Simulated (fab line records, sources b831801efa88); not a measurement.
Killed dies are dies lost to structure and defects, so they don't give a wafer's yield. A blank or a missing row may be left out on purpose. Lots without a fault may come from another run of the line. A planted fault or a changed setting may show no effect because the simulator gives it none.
Chamber matching | flow gf180mcu | GF_V2_CVD_02 on pecvd-02: 3 sister chambers
The step deposits SiO2 from TEOS, target thk 850 nm, time 94.851 s. 6 wafers are shown with their chamber, then 8 later ones without.

WAFERS WITH THEIR CHAMBER
wafer  | chamber | heater_power_w (W) | rf_fwd_power_W (W)
L086.5 | 1       | 739                | 596.7
L089.6 | 2       | 752                | 596.4
L090.3 | 2       | 768                | 597.2
L090.4 | 1       | 753                | 595.6
L090.6 | 0       | 587                | 595.6
L091.2 | 0       | 575                | 594.6

WAFERS WITHOUT THEIR CHAMBER
wafer  | heater_power_w (W) | rf_fwd_power_W (W)
L091.3 | 773                | 599.2
L091.5 | 621                | 597.5
L094.3 | 761                | 598.8
L094.4 | 577                | 592.2
L094.6 | 624                | 595.9
L095.2 | 488                | 598.3
L095.3 | 741                | 593.8
L095.6 | 537                | 601.7

WHICH CHAMBER EACH WENT THROUGH
wafer  | from the rows above     | in truth
L091.3 | can't be placed: 2 or 1 | 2
L091.5 | 0                       | 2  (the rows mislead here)
L094.3 | can't be placed: 2 or 1 | 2
L094.4 | 0                       | 0
L094.6 | 0                       | 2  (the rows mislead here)
L095.2 | 0                       | 0
L095.3 | can't be placed: 1 or 2 | 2
L095.6 | 0                       | 0
Placed correctly: 3 of 8. Can't be placed from these rows: 3 (the true chamber is among the candidates in 3). Placed wrongly: 2.
How it was worked out, from the rows above alone: a wafer's distance from a chamber is the root of the sum, over the readings, of the square of ((its reading less the chamber's mean) divided by the reading's scatter). The wafer belongs to the nearest chamber; if the next one is less than 2 further off, it can't be placed. A chamber's mean is the mean of its shown wafers. The scatter: the root of (the sum of the squares of (reading less its chamber's mean) over the shown wafers, divided by (wafers less chambers)).
